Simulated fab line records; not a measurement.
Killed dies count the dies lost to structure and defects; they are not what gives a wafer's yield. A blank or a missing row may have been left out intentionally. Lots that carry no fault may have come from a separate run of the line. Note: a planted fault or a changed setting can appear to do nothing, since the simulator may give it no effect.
fab line records	flow sky130
record: lots: 6	wafers: 18	last_day: 50
route steps=708 shown DNWELL@41 PWDE@45 NWELL@57 PAD_OPEN@708
lots with no fault: from the same line, run without faults
start_h: start of the lot's first displayed wafer, in hours after the record's first day	wait_h: hours from the lot's prior step to this one	" repeats the value in the row above	L1.1+2: a row that stands for several wafers	- either no value or no given start	* or withheld: withheld	< > ~ a bound
route shown NAME@n: names a module that has steps shown in the file, with the first one's number in the route	usual: mean/standard deviation of fault-free wafers	same: alike in all rows	chamber/n: place in a boat	sites: the reading at each site	_std_site: how widely they spread, as a standard deviation	_edge_site: inner sites' mean taken away from outer sites' mean	radius_mm: for every site, how far away it sits from the centre of the wafer	mask NAME#n: copy n	behind: tool/chamber where the wafer was last shaped	hold: why the lot was held/for how many hours/how that ended	device: names the non-switching transistor (n, p or np)	end of line: at the end of the route, the tests of the same wafers	for a step that has no rows: nothing shown but its recipe	killed: not the wafer's yield, but the dies lost to structure and defects at the first sort	map: shows each die of a wafer: x if killed, . if not, _ if none is there
set.NAME: the setting the step ran with; set.NAME@STEP: the setting that earlier step ran with	model.NAME: the simulator's own value behind a step, which no gauge read
a table for each step, a row for each wafer; lots at some steps of the route
services: from which hour (start_h, from the record's first day; less than 0 if before it) a tool's chamber was out of use, for how many hours, and why
== steps ==
step: SKY_DNWELL_DEVELOP_06
recipe: wall_angle_deg: 90	developer: TMAH	develop_time_s: 60	dev_temp_c: 23
step: SKY_DNWELL_IMPLANT_07
recipe: species: P	energy_kev: withheld	dose_cm2: withheld	tilt_deg: withheld
step: SKY_DNWELL_STRIP_08
recipe: chemistry: O2/N2	power_w: 1400	pressure_mtorr: 1500	platen_temp_c: withheld	o2_flow_sccm: 3000	n2_flow_sccm: 300	overash_fraction: 0.5
usual: chamber_pressure_mTorr: 1500.1/1.3	drypump_motor_current_A: 5.8/0.41	oes_product_au: 0.723/0.0048	strip_time_to_endpoint_s: 36.92/0.093
lot.wafer	tool	chamber	start_h	wait_h	chamber_pressure_mTorr	drypump_motor_current_A	oes_product_au	rf_hours_counter_h	strip_time_to_endpoint_s
L122.2	plasma_asher-03	0	109.40	0.1	1498.5	5.4	0.726	42	36.98
L122.3	"	0	"	"	1501.8	5.4	0.723	-	36.87
L122.6	"	0	"	"	1498.6	5.4	0.720	-	36.92
L126.2	plasma_asher-03	1	126.06	0.1	1498.8	6.2	0.726	44	36.92
L126.5	"	1	"	"	1500.4	6.1	0.720	-	36.98
L126.6	"	0	"	"	1500.8	5.4	0.729	-	36.87
L130.2	plasma_asher-02	0	147.76	0.1	1499.9	5.5	0.736	32	36.89
L130.3	"	1	"	"	1500.4	6.2	0.725	-	36.82
L130.4	"	0	"	"	1500.5	5.5	0.719	-	36.93
L132.3	plasma_asher-03	0	156.44	0.1	1500.7	5.4	0.724	-	37.08
L132.5	"	0	"	"	1499.8	5.4	0.728	-	37.07
L132.6	"	1	"	"	1499.7	6.1	0.721	-	37.08
L133.1	plasma_asher-03	0	159.41	0.1	1499.5	5.4	0.725	47	37.02
L133.3	"	0	"	"	1499.7	5.4	0.723	-	36.97
L133.5	"	1	"	"	1500.3	6.1	0.721	-	36.96
L134.1	plasma_asher-01	1	163.81	0.1	1500.4	5.1	0.725	4	36.93
L134.2	"	0	"	"	1504.1	6.1	0.715	4	37.04
L134.6	"	0	"	"	1500.1	6.2	0.721	-	36.98
step: SKY_DNWELL_TW_MEAS_09
usual: DNWELL_TW: 1120/15
lot.wafer	tool	chamber	start_h	wait_h	DNWELL_TW
L122.2	film_metro-01	-	109.51	0.1	1105
L122.3	"	-	"	"	1100
L122.6	"	-	"	"	1103
L126.2	film_metro-02	-	126.17	0.1	1114
L126.5	"	-	"	"	1127
L126.6	"	-	"	"	1123
L130.2	film_metro-03	-	147.87	0.1	1139
L130.3	"	-	"	"	1136
L130.4	"	-	"	"	1136
L132.3	film_metro-02	-	156.53	0.1	1126
L132.5	"	-	"	"	1115
L132.6	"	-	"	"	1118
L133.1	film_metro-01	-	159.51	0.1	1108
L133.3	"	-	"	"	1110
L133.5	"	-	"	"	1111
L134.1	film_metro-02	-	163.91	0.1	1122
L134.2	"	-	"	"	1111
L134.6	"	-	"	"	1115
step: SKY_PWDE_DEHYDRATE_00
recipe: temp_c: 200	time_s: 60
step: SKY_PWDE_HMDS_01
recipe: prime_time_s: 60	prime_temp_c: 120
step: SKY_PWDE_COAT_02
recipe: spin_rpm: 2000	resist_thk_nm: 3000
step: SKY_PWDE_SOFTBAKE_03
recipe: temp_c: 110	time_s: withheld
step: SKY_PWDE_EXPOSE_04
recipe: mask_id: PWDEM	na: 0.6	source_shape: conventional	sigma_outer: 0.6	polarization: unpolarized	target_cd_nm: 840	dose_mj: 214
step: SKY_PWDE_PEB_05
recipe: temp_c: 115	time_s: withheld
step: SKY_PWDE_DEVELOP_06
recipe: wall_angle_deg: 90	developer: TMAH	develop_time_s: 60	dev_temp_c: 23
step: SKY_PWDE_OVL_MEAS_07
usual: PWDE_OVL: 0.6/1.3
lot.wafer	tool	chamber	start_h	wait_h	PWDE_OVL[nm]
L122.2	overlay-02	-	128.24	-	3.2
L122.3	"	-	"	"	2.4
L122.6	"	-	"	"	2.0
L126.2	overlay-01	-	145.01	-	-0.5
L126.5	"	-	"	"	0.1
L126.6	"	-	"	"	0.1
L130.2	overlay-02	-	167.82	-	2.5
L130.3	"	-	"	"	0.5
L130.4	"	-	"	"	1.0
L132.3	overlay-01	-	175.87	-	-0.7
L132.5	"	-	"	"	0.4
L132.6	"	-	"	"	-0.4
L133.1	overlay-01	-	179.96	-	-1.2
L133.3	"	-	"	"	0.5
L133.5	"	-	"	"	-0.1
L134.1	overlay-01	-	184.31	-	0.4
L134.2	"	-	"	"	0.9
L134.6	"	-	"	"	-1.0
step: SKY_PWDE_IMPLANT_08
recipe: species: B	energy_kev: 150	dose_cm2: 3.6e+12	tilt_deg: withheld
usual: dose_ions_cm2: 3.6e+12/3.6e+09	faraday_current_uA: 20.3/0.39
lot.wafer	tool	chamber	start_h	wait_h	dose_ions_cm2	faraday_current_uA
L122.2	implanter-04	0	128.30	0.0	3.599e+12	21.1
L122.3	"	0	"	"	3.596e+12	20.5
L122.6	"	0	"	"	3.6e+12	20.3
L126.2	implanter-02	0	145.07	0.0	3.596e+12	20.5
L126.5	"	0	"	"	3.597e+12	20.4
L126.6	"	0	"	"	3.601e+12	19.9
L130.2	implanter-02	0	167.87	0.0	1.522e+12	8.6
L130.3	"	0	"	"	1.523e+12	8.7
L130.4	"	0	"	"	1.527e+12	8.4
L132.3	implanter-04	0	175.95	0.1	3.603e+12	20.3
L132.5	"	0	"	"	3.603e+12	19.2
L132.6	"	0	"	"	3.601e+12	21.1
L133.1	implanter-02	0	180.00	0.0	1.532e+12	8.4
L133.3	"	0	"	"	1.531e+12	8.8
L133.5	"	0	"	"	1.532e+12	8.8
L134.1	implanter-01	0	184.34	0.0	3.598e+12	20.5
L134.2	"	0	"	"	3.595e+12	20.1
L134.6	"	0	"	"	3.598e+12	20.6
step: SKY_PWDE_STRIP_09
recipe: chemistry: O2/N2	power_w: 1400	pressure_mtorr: 1500	platen_temp_c: withheld	o2_flow_sccm: 3000	n2_flow_sccm: 300	overash_fraction: 0.5
usual: chamber_pressure_mTorr: 1500.2/1.4	drypump_motor_current_A: 5.9/0.4	oes_product_au: 0.722/0.0051	strip_time_to_endpoint_s: 36.91/0.089
lot.wafer	tool	chamber	start_h	wait_h	chamber_pressure_mTorr	drypump_motor_current_A	oes_product_au	rf_hours_counter_h	strip_time_to_endpoint_s
L122.2	plasma_asher-04	1	128.42	0.1	1499.7	6.2	0.723	45	37.01
L122.3	"	1	"	"	1501.9	6.2	0.728	-	36.93
L122.6	"	1	"	"	1500.0	6.2	0.714	-	37.01
L126.2	plasma_asher-03	1	145.19	0.1	1498.7	6.2	0.724	46	36.94
L126.5	"	0	"	"	1500.1	5.4	0.723	-	36.96
L126.6	"	1	"	"	1500.8	6.2	0.725	-	36.97
L130.2	plasma_asher-01	1	168.00	0.1	1497.2	5.1	0.715	5	36.92
L130.3	"	0	"	"	1502.6	6.1	0.723	-	36.96
L130.4	"	1	"	"	1501.6	5.1	0.725	-	37.01
L132.3	plasma_asher-04	0	176.08	0.1	1498.5	6.1	0.720	-	36.73
L132.5	"	1	"	"	1501.1	6.1	0.716	-	36.85
L132.6	"	0	"	"	1500.0	6.1	0.718	-	36.76
L133.1	plasma_asher-03	0	180.15	0.1	1499.2	5.4	0.721	49	36.83
L133.3	"	1	"	"	1498.6	6.2	0.721	-	36.85
L133.5	"	1	"	"	1501.0	6.2	0.720	-	36.81
L134.1	plasma_asher-03	0	184.49	0.1	1500.5	5.4	0.722	50	36.92
L134.2	"	1	"	"	1499.5	6.1	0.718	50	36.86
L134.6	"	0	"	"	1498.1	5.4	0.716	-	36.88
step: SKY_PWDE_TW_MEAS_10
usual: PWDE_TW: 375/4.6
lot.wafer	tool	chamber	start_h	wait_h	hold	PWDE_TW
L122.2	film_metro-01	-	128.53	0.1	-	368
L122.3	"	-	"	"	-	367
L122.6	"	-	"	"	-	368
L126.2	film_metro-01	-	145.30	0.1	-	370
L126.5	"	-	"	"	-	371
L126.6	"	-	"	"	-	371
L130.2	film_metro-01	-	168.11	0.1	await_dispo/0.2h/release	285
L130.3	"	-	"	"	await_dispo/0.2h/release	285
L130.4	"	-	"	"	await_dispo/0.2h/release	286
L130.2	film_metro-01	-	168.41	0.3	-	286
L130.3	"	-	"	"	-	286
L130.4	"	-	"	"	-	285
L132.3	film_metro-03	-	176.17	0.1	-	377
L132.5	"	-	"	"	-	379
L132.6	"	-	"	"	-	378
L133.1	film_metro-02	-	180.25	0.1	await_dispo/0.2h/release	289
L133.3	"	-	"	"	await_dispo/0.2h/release	288
L133.5	"	-	"	"	await_dispo/0.2h/release	289
L133.1	film_metro-02	-	180.47	0.2	-	289
L133.3	"	-	"	"	-	289
L133.5	"	-	"	"	-	288
L134.1	film_metro-01	-	184.59	0.1	-	370
L134.2	"	-	"	"	-	371
L134.6	"	-	"	"	-	370
step: SKY_NWELL_HMDS_04
recipe: prime_time_s: 60	prime_temp_c: 120
step: SKY_NWELL_COAT_05
recipe: spin_rpm: 2000	resist_thk_nm: 3000
step: SKY_NWELL_SOFTBAKE_06
recipe: temp_c: 110	time_s: withheld
step: SKY_NWELL_EXPOSE_07
recipe: mask_id: NWM	na: 0.6	source_shape: conventional	sigma_outer: 0.6	polarization: unpolarized	target_cd_nm: 840	dose_mj: 255
step: SKY_NWELL_PEB_08
recipe: temp_c: 115	time_s: withheld
step: SKY_NWELL_DEVELOP_09
recipe: wall_angle_deg: 90	developer: TMAH	develop_time_s: 60	dev_temp_c: 23
step: SKY_NWELL_OVL_MEAS_10
usual: NWELL_00_OVL: 0.0/1.5
lot.wafer	tool	chamber	start_h	wait_h	NWELL_00_OVL[nm]
L122.2	overlay-02	-	148.32	-	-4.4
L122.3	"	-	"	"	-3.7
L122.6	"	-	"	"	-3.9
L126.2	overlay-01	-	165.12	-	-1.0
L126.5	"	-	"	"	0.6
L126.6	"	-	"	"	0.1
L130.2	overlay-01	-	188.17	-	0.0
L130.3	"	-	"	"	0.1
L130.4	"	-	"	"	-1.0
L132.3	overlay-02	-	196.85	-	0.4
L132.5	"	-	"	"	0.0
L132.6	"	-	"	"	-0.5
L133.1	overlay-01	-	200.62	-	0.0
L133.3	"	-	"	"	0.7
L133.5	"	-	"	"	-0.4
L134.1	overlay-01	-	205.47	-	0.3
L134.2	"	-	"	"	1.4
L134.6	"	-	"	"	0.2
step: SKY_NWELL_IMPLANT_11
recipe: species: P	energy_kev: 400	dose_cm2: 1.9e+13	tilt_deg: withheld
step: SKY_NWELL_IMPLANT_12
recipe: species: P	energy_kev: 120	dose_cm2: 1.3e+12	tilt_deg: withheld
step: SKY_NWELL_IMPLANT_13
recipe: species: P	energy_kev: 50	dose_cm2: 7e+11	tilt_deg: withheld
step: SKY_NWELL_STRIP_14
recipe: chemistry: O2/N2	power_w: 1400	pressure_mtorr: 1500	platen_temp_c: withheld	o2_flow_sccm: 3000	n2_flow_sccm: 300	overash_fraction: 0.5
usual: chamber_pressure_mTorr: 1500.1/1.4	drypump_motor_current_A: 5.9/0.37	oes_product_au: 0.722/0.0046	strip_time_to_endpoint_s: 36.92/0.11
lot.wafer	tool	chamber	start_h	wait_h	chamber_pressure_mTorr	drypump_motor_current_A	oes_product_au	rf_hours_counter_h	strip_time_to_endpoint_s
L122.2	plasma_asher-01	0	148.80	0.1	1500.2	6.2	0.722	3	36.96
L122.3	"	1	"	"	1498.9	5.1	0.713	-	36.89
L122.6	"	0	"	"	1498.9	6.2	0.712	-	37.02
L126.2	plasma_asher-02	1	165.60	0.1	1501.3	6.2	0.727	34	36.93
L126.5	"	1	"	"	1498.8	6.2	0.724	-	36.93
L126.6	"	0	"	"	1498.8	5.6	0.722	-	37.04
L130.2	plasma_asher-02	1	188.65	0.1	1500.4	6.2	0.722	36	36.99
L130.3	"	0	"	"	1496.3	5.6	0.731	-	36.94
L130.4	"	1	"	"	1499.6	6.2	0.726	-	36.97
L132.3	plasma_asher-01	0	197.36	0.1	1498.7	6.2	0.724	-	36.75
L132.5	"	1	"	"	1499.0	5.1	0.722	-	36.81
L132.6	"	0	"	"	1499.1	6.2	0.724	-	36.79
L133.1	plasma_asher-02	1	201.11	0.1	1498.7	6.2	0.723	37	37.03
L133.3	"	0	"	"	1500.2	5.5	0.722	-	37.02
L133.5	"	1	"	"	1500.4	6.3	0.722	-	37.04
L134.1	plasma_asher-04	0	205.96	0.1	1498.1	6.0	0.722	52	36.89
L134.2	"	1	"	"	1501.6	6.1	0.729	52	37.00
L134.6	"	0	"	"	1501.1	6.1	0.721	-	36.93
step: SKY_NWELL_TW_MEAS_15
usual: NWELL_TW: 1822/26
lot.wafer	tool	chamber	start_h	wait_h	NWELL_TW
L122.2	film_metro-01	-	148.91	0.1	1803
L122.3	"	-	"	"	1809
L122.6	"	-	"	"	1787
L126.2	film_metro-02	-	165.71	0.1	1836
L126.5	"	-	"	"	1829
L126.6	"	-	"	"	1822
L130.2	film_metro-01	-	188.76	0.1	1786
L130.3	"	-	"	"	1796
L130.4	"	-	"	"	1796
L132.3	film_metro-01	-	197.44	0.1	1800
L132.5	"	-	"	"	1783
L132.6	"	-	"	"	1785
L133.1	film_metro-01	-	201.21	0.1	1788
L133.3	"	-	"	"	1785
L133.5	"	-	"	"	1785
L134.1	film_metro-01	-	206.06	0.1	1787
L134.2	"	-	"	"	1800
L134.6	"	-	"	"	1797
step: SKY_NWELL_DEHYDRATE_16
recipe: temp_c: 200	time_s: 60
step: SKY_NWELL_HMDS_17
recipe: prime_time_s: 60	prime_temp_c: 120
step: SKY_NWELL_COAT_18
recipe: spin_rpm: 2000	resist_thk_nm: 3000
step: SKY_NWELL_SOFTBAKE_19
recipe: temp_c: 110	time_s: withheld
step: SKY_NWELL_EXPOSE_20
recipe: mask_id: NWM_COMPLEMENT	na: 0.6	source_shape: conventional	sigma_outer: 0.6	polarization: unpolarized	target_cd_nm: 840	dose_mj: 260
step: SKY_NWELL_PEB_21
recipe: temp_c: 115	time_s: withheld
step: SKY_NWELL_DEVELOP_22
recipe: wall_angle_deg: 90	developer: TMAH	develop_time_s: 60	dev_temp_c: 23
step: SKY_NWELL_OVL_MEAS_23
usual: NWELL_01_OVL: 0.3/1.6
lot.wafer	tool	chamber	start_h	wait_h	NWELL_01_OVL[nm]
L122.2	overlay-01	-	169.28	-	-2.0
L122.3	"	-	"	"	-1.1
L122.6	"	-	"	"	-0.9
L126.2	overlay-01	-	185.58	-	1.1
L126.5	"	-	"	"	2.5
L126.6	"	-	"	"	1.4
L130.2	overlay-02	-	210.13	-	4.9
L130.3	"	-	"	"	1.3
L130.4	"	-	"	"	3.2
L132.3	overlay-02	-	218.92	-	1.1
L132.5	"	-	"	"	1.0
L132.6	"	-	"	"	2.0
L133.1	overlay-01	-	223.72	-	0.4
L133.3	"	-	"	"	0.6
L133.5	"	-	"	"	0.2
L134.1	overlay-02	-	228.87	-	2.0
L134.2	"	-	"	"	1.1
L134.6	"	-	"	"	1.9
step: SKY_NWELL_IMPLANT_24
recipe: species: B	energy_kev: 140	dose_cm2: 9.2e+12	tilt_deg: withheld
step: SKY_NWELL_STRIP_25
recipe: chemistry: O2/N2	power_w: 1400	pressure_mtorr: 1500	platen_temp_c: withheld	o2_flow_sccm: 3000	n2_flow_sccm: 300	overash_fraction: 0.5
usual: chamber_pressure_mTorr: 1500.0/1.3	drypump_motor_current_A: 5.9/0.41	oes_product_au: 0.722/0.0048	strip_time_to_endpoint_s: 36.92/0.097
lot.wafer	tool	chamber	start_h	wait_h	chamber_pressure_mTorr	drypump_motor_current_A	oes_product_au	rf_hours_counter_h	strip_time_to_endpoint_s
L122.2	plasma_asher-02	0	169.46	0.1	1500.9	5.6	0.705	34	36.80
L122.3	"	1	"	"	1501.1	6.2	0.712	-	36.89
L122.6	"	1	"	"	1500.2	6.2	0.726	-	36.89
L126.2	plasma_asher-01	0	185.76	0.1	1498.6	6.2	0.725	7	36.92
L126.5	"	0	"	"	1499.7	6.2	0.722	-	36.78
L126.6	"	1	"	"	1501.1	5.1	0.719	-	37.04
L130.2	plasma_asher-04	1	210.31	0.1	1497.9	6.2	0.720	53	36.88
L130.3	"	0	"	"	1499.6	6.0	0.716	-	36.91
L130.4	"	1	"	"	1499.4	6.2	0.721	-	37.03
L132.3	plasma_asher-04	0	219.13	0.1	1499.3	6.1	0.724	-	36.96
L132.5	"	0	"	"	1501.1	6.0	0.717	-	36.95
L132.6	"	1	"	"	1498.3	6.1	0.720	-	36.96
L133.1	plasma_asher-04	0	223.91	0.1	1500.4	6.0	0.720	54	36.91
L133.3	"	1	"	"	1500.1	6.1	0.720	-	36.75
L133.5	"	1	"	"	1499.9	6.2	0.722	-	36.73
L134.1	plasma_asher-01	1	229.06	0.1	1501.4	5.1	0.719	11	36.90
L134.2	"	0	"	"	1496.9	6.2	0.728	11	36.82
L134.6	"	0	"	"	1498.9	6.2	0.721	-	36.89
step: SKY_NWELL_TW_MEAS_26
usual: NWELL_2_TW: 496/6.1
lot.wafer	tool	chamber	start_h	wait_h	NWELL_2_TW
L122.2	film_metro-03	-	169.63	0.1	501
L122.3	"	-	"	"	502
L122.6	"	-	"	"	503
L126.2	film_metro-02	-	185.87	0.1	494
L126.5	"	-	"	"	497
L126.6	"	-	"	"	496
L130.2	film_metro-03	-	210.42	0.1	503
L130.3	"	-	"	"	500
L130.4	"	-	"	"	500
L132.3	film_metro-01	-	219.22	0.1	490
L132.5	"	-	"	"	489
L132.6	"	-	"	"	492
L133.1	film_metro-02	-	224.01	0.1	499
L133.3	"	-	"	"	501
L133.5	"	-	"	"	501
L134.1	film_metro-02	-	229.16	0.1	498
L134.2	"	-	"	"	496
L134.6	"	-	"	"	496
step: SKY_NWELL_CLEAN_27
recipe: chemistry: SC1/SC2	mix: 1:4:20	temp_c: 70	time_s: 150	dry: n2_spin
step: SKY_NWELL_RTA_28
recipe: temp_c: 1050	time_s: 30	idle_temp_c: 650	ramp_up_c_per_s: 150	ramp_down_c_per_s: 90	ambient: N2
usual: lamp_power_pct: 25.31/0.059	wafer_temp_C_max: 1054.9/0.89
lot.wafer	tool	chamber	start_h	wait_h	lamp_power_pct	wafer_temp_C_max
L122.2	rtp_anneal-01	0	169.74	0.0	25.22	1055.5
L122.3	"	0	"	"	25.34	1055.1
L122.6	"	0	"	"	25.30	1056.1
L126.2	rtp_anneal-01	0	185.98	0.0	25.39	1054.7
L126.5	"	0	"	"	25.32	1053.8
L126.6	"	0	"	"	25.44	1055.1
L130.2	rtp_anneal-02	0	210.53	0.0	25.31	1054.8
L130.3	"	0	"	"	25.24	1055.3
L130.4	"	0	"	"	25.35	1055.7
L132.3	rtp_anneal-01	0	219.34	0.0	25.29	1054.6
L132.5	"	0	"	"	25.22	1055.1
L132.6	"	0	"	"	25.26	1055.8
L133.1	rtp_anneal-01	0	224.12	0.0	25.26	1053.4
L133.3	"	0	"	"	25.30	1055.2
L133.5	"	0	"	"	25.25	1054.4
L134.1	rtp_anneal-02	0	229.27	0.0	25.33	1054.0
L134.2	"	0	"	"	25.40	1054.6
L134.6	"	0	"	"	25.35	1054.7
step: SKY_NWELL_RS_MEAS_29
recipe: thk_meas_gauge: four-point-probe
usual: NWELL_RS: 624.6/1.9
lot.wafer	tool	chamber	start_h	wait_h	NWELL_RS[ohm/sq]
L122.2	film_metro-01	-	169.85	0.1	625.1
L122.3	"	-	"	"	626.6
L122.6	"	-	"	"	625.4
L126.2	film_metro-03	-	186.09	0.1	623.1
L126.5	"	-	"	"	623.8
L126.6	"	-	"	"	624.5
L130.2	film_metro-01	-	210.64	0.1	627.1
L130.3	"	-	"	"	625.5
L130.4	"	-	"	"	627.5
L132.3	film_metro-03	-	219.45	0.1	625.1
L132.5	"	-	"	"	626.2
L132.6	"	-	"	"	625.3
L133.1	film_metro-03	-	224.22	0.1	625.5
L133.3	"	-	"	"	626.1
L133.5	"	-	"	"	624.0
L134.1	film_metro-03	-	229.37	0.1	627.0
L134.2	"	-	"	"	626.2
L134.6	"	-	"	"	624.6
step: SKY_NWELL_RS_MEAS_31
recipe: thk_meas_gauge: four-point-probe
usual: PWDE_RS: 5274/19
lot.wafer	tool	chamber	start_h	wait_h	hold	PWDE_RS[ohm/sq]
L122.2	film_metro-01	-	170.09	0.1	-	5279
L122.3	"	-	"	"	-	5268
L122.6	"	-	"	"	-	5279
L126.2	film_metro-03	-	186.33	0.1	-	5266
L126.5	"	-	"	"	-	5246
L126.6	"	-	"	"	-	5244
L130.2	film_metro-01	-	210.88	0.1	await_dispo/0.2h/release	10968
L130.3	"	-	"	"	await_dispo/0.2h/release	10873
L130.4	"	-	"	"	await_dispo/0.2h/release	10980
L130.2	film_metro-01	-	211.16	0.3	-	10948
L130.3	"	-	"	"	-	10891
L130.4	"	-	"	"	-	10979
L132.3	film_metro-03	-	219.69	0.1	-	5292
L132.5	"	-	"	"	-	5287
L132.6	"	-	"	"	-	5285
L133.1	film_metro-03	-	224.46	0.1	await_dispo/0.2h/release	10909
L133.3	"	-	"	"	await_dispo/0.2h/release	10947
L133.5	"	-	"	"	await_dispo/0.2h/release	10904
L133.1	film_metro-03	-	224.75	0.3	-	10927
L133.3	"	-	"	"	-	10949
L133.5	"	-	"	"	-	10953
L134.1	film_metro-03	-	229.61	0.1	-	5243
L134.2	"	-	"	"	-	5231
L134.6	"	-	"	"	-	5271
step: SKY_PAD_OPEN_PROBE_99
usual: defect_limited_yield: 82.5/1.8	killed_at_M0_to_M3: 43/6.5	killed_at_M4_up: 3/1.7	killed_at_contacts: 25/5.1	killed_at_front_end: 15/3.8	killed_dies: 86/8.8	killed_open: 47/6.7	killed_short: 39/6	sort_bin_3_pad_short: 0.9/0.46	sort_bin_5_function: 10.2/1.4	sort_bin_6_memory: 6.4/1	sort_n_pass: 406/8.8	sort_yield_pct: 82.5/1.8
same: gross_dies: 492	killed_at_back_side: 0	killed_at_other: 0	sort_bin_4_leakage[%]: 0	sort_bin_8_speed[%]: 0
lot.wafer	tool	chamber	start_h	wait_h	defect_limited_yield[%]	killed_at_M0_to_M3	killed_at_M4_up	killed_at_contacts	killed_at_front_end	killed_dies	killed_open	killed_short	sort_bin_3_pad_short[%]	sort_bin_5_function[%]	sort_bin_6_memory[%]	sort_n_pass	sort_yield_pct[%]
L122.2	prober-02	-	1155.21	0.1	79.7	53	5	25	17	100	54	46	1.6	12.0	6.7	392	79.7
L122.3	prober-02	-	1155.26	0.2	83.3	38	5	20	19	82	43	39	0.4	10.0	6.3	410	83.3
L122.6	prober-02	-	1155.41	0.2	81.5	50	1	27	13	91	52	39	1.4	9.6	7.5	401	81.5
L126.2	prober-02	-	1159.72	0.1	81.7	42	3	24	21	90	51	39	1.2	11.8	5.3	402	81.7
L126.5	prober-02	-	1159.87	0.2	81.7	41	1	31	17	90	58	32	0.8	11.2	6.3	402	81.7
L126.6	prober-02	-	1159.92	0.2	82.3	41	8	20	18	87	48	39	0.4	11.4	5.9	405	82.3
L132.3	prober-01	-	1184.58	0.2	79.3	49	0	36	17	102	56	46	2.6	11.8	6.3	390	79.3
L132.5	prober-01	-	1184.68	0.2	82.5	40	2	31	13	86	48	38	0.6	11.0	5.9	406	82.5
L132.6	prober-01	-	1184.73	0.2	84.1	37	4	22	15	78	38	40	1.0	9.8	5.1	414	84.1
L134.1	prober-01	-	1191.07	0.1	80.5	46	5	28	17	96	58	38	0.6	12.0	6.9	396	80.5
L134.2	prober-01	-	1191.12	0.1	83.1	35	5	32	11	83	44	39	1.4	10.8	4.7	409	83.1
L134.6	prober-01	-	1191.32	0.2	83.1	40	1	28	14	83	47	36	0.6	9.1	7.1	409	83.1
killed by level:class
L122.2 VIA1:geometric_particle:open=12 VIA3:geometric_particle:open=9 CONTACT:geometric_particle:open=8 VIA2:geometric_particle:open=7 METAL2:geometric_particle:short=6 FIELD_ISO:geometric_particle:short=5 LI_CONTACT:geometric_particle:open=5 LOCAL_INTERCONNECT:geometric_particle:short=5
L122.3 VIA1:geometric_particle:open=10 CONTACT:geometric_particle:open=9 METAL1:geometric_particle:short=9 LI_CONTACT:geometric_particle:open=6 METAL2:geometric_particle:short=6 METAL4:geometric_particle:short=5 POLY_GATE:geometric_particle:open=4 VIA2:geometric_particle:open=4
L122.6 VIA1:geometric_particle:open=14 LI_CONTACT:geometric_particle:open=8 VIA3:geometric_particle:open=8 LOCAL_INTERCONNECT:geometric_particle:short=6 CONTACT:geometric_particle:open=6 VIA3:geometric_particle:short=6 METAL1:geometric_particle:short=5 METAL2:geometric_particle:short=5
L126.2 VIA1:geometric_particle:open=14 FIELD_ISO:geometric_particle:short=7 LI_CONTACT:geometric_particle:open=7 CONTACT:geometric_particle:open=7 LOCAL_INTERCONNECT:geometric_particle:short=6 VIA2:geometric_particle:open=6 VIA3:geometric_particle:open=5 SPACER:geometric_particle:open=4
L126.5 CONTACT:geometric_particle:open=16 LI_CONTACT:geometric_particle:open=7 VIA3:geometric_particle:open=7 VIA2:geometric_particle:open=7 FIELD_ISO:geometric_particle:open=6 METAL2:geometric_particle:short=6 FIELD_ISO:geometric_particle:short=5 VIA1:geometric_particle:open=5
L126.6 FIELD_ISO:geometric_particle:open=8 LI_CONTACT:geometric_particle:open=8 METAL2:geometric_particle:short=8 VIA2:geometric_particle:open=8 FIELD_ISO:geometric_particle:short=5 CONTACT:geometric_particle:open=5 VIA3:geometric_particle:open=5 VIA1:geometric_particle:open=4
L132.3 LI_CONTACT:geometric_particle:open=12 VIA3:geometric_particle:open=12 VIA1:geometric_particle:open=11 METAL1:geometric_particle:short=7 CONTACT:geometric_particle:short=7 CONTACT:geometric_particle:open=7 LOCAL_INTERCONNECT:geometric_particle:short=6 FIELD_ISO:geometric_particle:open=5
L132.5 CONTACT:geometric_particle:open=13 LI_CONTACT:geometric_particle:open=10 METAL2:geometric_particle:short=8 VIA1:geometric_particle:open=6 VIA2:geometric_particle:open=5 VIA3:geometric_particle:short=5 VIA3:geometric_particle:open=5 POLY_GATE:geometric_particle:short=4
L132.6 VIA1:geometric_particle:open=12 CONTACT:geometric_particle:open=8 METAL1:geometric_particle:short=8 FIELD_ISO:geometric_particle:short=6 LI_CONTACT:geometric_particle:open=5 LOCAL_INTERCONNECT:geometric_particle:short=5 VIA1:geometric_particle:short=5 FIELD_ISO:geometric_particle:open=3
L134.1 CONTACT:geometric_particle:open=12 VIA3:geometric_particle:open=9 LI_CONTACT:geometric_particle:open=8 VIA2:geometric_particle:open=8 FIELD_ISO:geometric_particle:open=7 METAL1:geometric_particle:short=7 METAL2:geometric_particle:short=6 POLY_GATE:geometric_particle:open=5
L134.2 CONTACT:geometric_particle:open=11 VIA1:geometric_particle:open=11 LI_CONTACT:geometric_particle:open=8 VIA2:geometric_particle:open=6 LI_CONTACT:geometric_particle:short=5 METAL4:geometric_particle:short=5 FIELD_ISO:geometric_particle:short=4 CONTACT:geometric_particle:short=4
L134.6 LI_CONTACT:geometric_particle:open=11 METAL1:geometric_particle:short=8 CONTACT:geometric_particle:short=7 VIA1:geometric_particle:open=7 VIA2:geometric_particle:open=6 POLY_GATE:geometric_particle:open=5 CONTACT:geometric_particle:open=5 METAL2:geometric_particle:short=4
== services ==
tool	chamber	start_h	hours	kind
implanter-01	-	106.53	5.2	repair
plasma_asher-01	-	108.84	9.0	pm
plasma_asher-01	0	108.84	9.0	vent_cycle
plasma_asher-01	1	108.84	9.0	vent_cycle
plasma_asher-01	0	117.84	-	clean
plasma_asher-01	1	117.84	-	clean
implanter-01	-	128.07	3.1	repair
rtp_anneal-02	-	141.75	1.2	pm
implanter-02	-	147.51	7.2	pm
implanter-01	-	150.22	2.8	pm
plasma_asher-02	-	157.74	0.5	repair
plasma_asher-04	-	158.32	2.1	repair
implanter-01	-	158.69	2.1	repair
implanter-02	-	200.20	6.6	repair
implanter-02	-	219.07	1.1	repair
implanter-01	-	221.14	5.0	repair
== key ==
first_sign: step: SKY_PWDE_IMPLANT_08	reading: dose_ions_cm2	direction: down	sigmas: 99+	usual: *	struck: *
effect: step: SKY_PWDE_IMPLANT_08	reading: faraday_current_uA	direction: down	sigmas: 30	usual: 20.3	struck: 8.6
effect: step: SKY_PWDE_TW_MEAS_10	reading: visit	direction: added
effect: step: SKY_PWDE_TW_MEAS_10	reading: PWDE_TW	direction: down	sigmas: 19	usual: 375	struck: 287
effect: step: SKY_NWELL_RS_MEAS_31	reading: PWDE_RS	direction: up	sigmas: 99+	usual: 5274	struck: 10930
met_at SKY_PWDE_IMPLANT_08
struck_wafers L130.2,L130.3,L130.4,L133.1,L133.3,L133.5
scrapped_behind SKY_NWELL_RS_MEAS_31 L130.2,L130.3,L130.4,L133.1,L133.3,L133.5
onset_between 145.07 167.87
fault: kind: process_parameter_drift	tool: implanter-02	chamber: -	onset_h: 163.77	steps: SKY_PWDE_IMPLANT_08	channel: dose_cm2	offset: *	shape: step	end_h: 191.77	acts_in: *	stated: *
